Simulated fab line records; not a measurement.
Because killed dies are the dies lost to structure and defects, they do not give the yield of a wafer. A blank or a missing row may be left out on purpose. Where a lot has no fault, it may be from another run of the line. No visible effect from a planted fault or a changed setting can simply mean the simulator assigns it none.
Chamber matching ; flow gf180mcu ; GF_PASSIVATION_CVD_02 on pecvd-03 has 3 sister chambers
The step deposits Si3N4, target thk 700 nm, time 486.18 s. 3 wafers are shown with their chamber, then 7 later ones without.

WAFERS, EACH WITH ITS CHAMBER
wafer;chamber;heater_power_w (W)
L713.2;1;684
L714.1;2;891
L714.2;0;666

WAFERS WHOSE CHAMBER IS MISSING
wafer;heater_power_w (W)
L714.6;958
L718.1;683
L718.3;995
L718.4;672
L719.1;647
L719.3;918
L719.5;672

THE CHAMBER EACH PASSED THROUGH
wafer;from the rows above;in truth
L714.6;2;2
L718.1;can't be placed: 1 or 0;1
L718.3;2;2
L718.4;can't be placed: 0 or 1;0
L719.1;can't be placed: 0 or 1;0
L719.3;2;2
L719.5;can't be placed: 0 or 1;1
Correctly placed: 3 of 7. These rows do not allow placing 4 (true chamber among the candidates in 4). Wrongly placed: 0.
How it was worked out, from the rows above alone: a wafer's distance from a chamber is the root of the sum, over the readings, of the square of ((its reading less the chamber's mean) divided by the reading's scatter). If the next closest chamber is less than 2 further off than the closest, the wafer can't be placed; otherwise it belongs to the closest. For every chamber, the mean is computed from those of its wafers that are shown. The scatter: root of mean squared gap, hidden wafer to nearest shown wafer, with one shown wafer a chamber.
